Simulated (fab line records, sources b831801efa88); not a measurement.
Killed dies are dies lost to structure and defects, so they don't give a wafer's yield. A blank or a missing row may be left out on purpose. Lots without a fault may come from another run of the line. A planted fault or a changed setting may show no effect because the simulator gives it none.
Tool commonality check | flow sky130 | 13 lots, 39 wafers sampled

WHY IT WAS OPENED
At SKY_VT_ADJUST_NCORE_CD_MEAS_07 the reading cd_nm is flagged on 2 of 13 lots. Wafers without a fault read 379.0 nm, standard deviation 2.2.
Rule: a lot is flagged when every wafer of it that has a number lies more than 4 standard deviations from that mean, or none has a number. The other lots count as sound.

lot  | measured     | on        | cd_nm (nm), wafer by wafer | flag
L252 | day 8 22:44  | cd_sem-02 | 377.3 378.3 380.0          |
L253 | day 9 04:50  | cd_sem-02 | 378.4 379.9 382.2          |
L254 | day 9 14:22  | cd_sem-01 | 377.4 381.2 377.8          |
L257 | day 10 09:25 | cd_sem-02 | 379.3 376.7 378.8          |
L261 | day 11 09:37 | cd_sem-02 | 379.1 377.9 379.2          |
L262 | day 11 17:07 | cd_sem-02 | 380.4 377.5 378.8          |
L264 | day 12 08:35 | cd_sem-02 | 377.8 379.6 377.9          |
L265 | day 12 16:09 | cd_sem-01 | 381.4 380.7 380.9          |
L266 | day 12 22:04 | cd_sem-02 | 365.6 367.6 365.4          | FLAGGED
L267 | day 13 04:01 | cd_sem-02 | 378.4 377.4 381.1          |
L268 | day 13 14:49 | cd_sem-02 | 367.5 368.7 367.7          | FLAGGED
L272 | day 14 23:15 | cd_sem-02 | 383.7 381.7 384.7          |
L273 | day 15 01:03 | cd_sem-01 | 380.3 379.7 378.8          |
The numbers of the flagged lots are 367.1 nm on average: -11.9 nm against the usual, or -5 standard deviations.

WHICH TOOL RAN EACH LOT
The record holds 2 process steps before the reading, out of a route of 708 steps. In each cell: the tool, then ch and the chambers that the sampled wafers went through, then the start.
lot  | flag    | SKY_NWELL_STRIP_25                   | SKY_VT_ADJUST_NCORE_DEVELOP_06
L252 |         | plasma_asher-03 ch 0,1, day 5 15:39  | litho_track-03 ch 0, day 8 22:36
L253 |         | plasma_asher-03 ch 0,1, day 5 22:01  | litho_track-04 ch 0, day 9 04:41
L254 |         | plasma_asher-04 ch 0,1, day 6 01:52  | litho_track-03 ch 0, day 9 14:13
L257 |         | plasma_asher-02 ch 0,1, day 6 20:40  | litho_track-04 ch 0, day 10 09:16
L261 |         | plasma_asher-03 ch 0,1, day 7 19:23  | litho_track-03 ch 0, day 11 09:18
L262 |         | plasma_asher-03 ch 0,1, day 7 23:56  | litho_track-03 ch 0, day 11 16:58
L264 |         | plasma_asher-03 ch 1, day 8 12:37    | litho_track-04 ch 0, day 12 08:26
L265 |         | plasma_asher-04 ch 0,1, day 8 20:32  | litho_track-01 ch 0, day 12 16:01
L266 | FLAGGED | plasma_asher-03 ch 0,1, day 9 02:10  | litho_track-04 ch 0, day 12 21:55
L267 |         | plasma_asher-02 ch 0,1, day 9 06:34  | litho_track-01 ch 0, day 13 03:47
L268 | FLAGGED | plasma_asher-02 ch 0,1, day 9 14:31  | litho_track-04 ch 0, day 13 14:40
L272 |         | plasma_asher-03 ch 0,1, day 10 19:11 | litho_track-03 ch 0, day 14 23:06
L273 |         | plasma_asher-04 ch 0,1, day 10 20:25 | litho_track-03 ch 0, day 15 00:54
What these steps do:
- SKY_NWELL_STRIP_25: strips in O2/N2.
- SKY_VT_ADJUST_NCORE_DEVELOP_06: develop time 60 s.
- SKY_VT_ADJUST_NCORE_CD_MEAS_07: target cd 380 nm.

FLAGGED OVER TOTAL, TOOL BY TOOL (the gauges that took the reading come last)
step                           | tool            | lots run | flagged | share of the flagged lots | sound lots run after its first flagged lot
SKY_NWELL_STRIP_25             | plasma_asher-02 | 3        | 1       | some                      | 0
SKY_NWELL_STRIP_25             | plasma_asher-03 | 7        | 1       | some                      | 1 (L272)
SKY_NWELL_STRIP_25             | plasma_asher-04 | 3        | 0       | none                      | -
SKY_VT_ADJUST_NCORE_DEVELOP_06 | litho_track-01  | 2        | 0       | none                      | -
SKY_VT_ADJUST_NCORE_DEVELOP_06 | litho_track-03  | 6        | 0       | none                      | -
SKY_VT_ADJUST_NCORE_DEVELOP_06 | litho_track-04  | 5        | 2       | all                       | 0
SKY_VT_ADJUST_NCORE_CD_MEAS_07 | cd_sem-01       | 3        | 0       | none                      | -
SKY_VT_ADJUST_NCORE_CD_MEAS_07 | cd_sem-02       | 10       | 2       | all                       | 2 (L267,L272)

WHAT THE TABLE ALLOWS
2 rows of the table ran every flagged lot: litho_track-04 at SKY_VT_ADJUST_NCORE_DEVELOP_06, cd_sem-02 at SKY_VT_ADJUST_NCORE_CD_MEAS_07.
- litho_track-04 at SKY_VT_ADJUST_NCORE_DEVELOP_06: 2 of its 5 lots flagged. Its last sound lot is L264 (day 12 08:26), its first flagged lot L266 (day 12 21:55): a fault that began between those two fits.
- cd_sem-02 at SKY_VT_ADJUST_NCORE_CD_MEAS_07: 2 of its 10 lots flagged. Sound lots ran on it after the first flagged one (L267, L272), which a lasting fault on the whole tool wouldn't allow.
One tool is left: litho_track-04 at SKY_VT_ADJUST_NCORE_DEVELOP_06.

WHAT THE SIMULATOR HAD PUT IN
Process parameter drift: litho_track-04, from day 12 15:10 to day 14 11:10, at SKY_VT_ADJUST_NCORE_DEVELOP_06. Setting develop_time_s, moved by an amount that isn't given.
Lots struck among those shown: L266, L268. The rule above found the same.
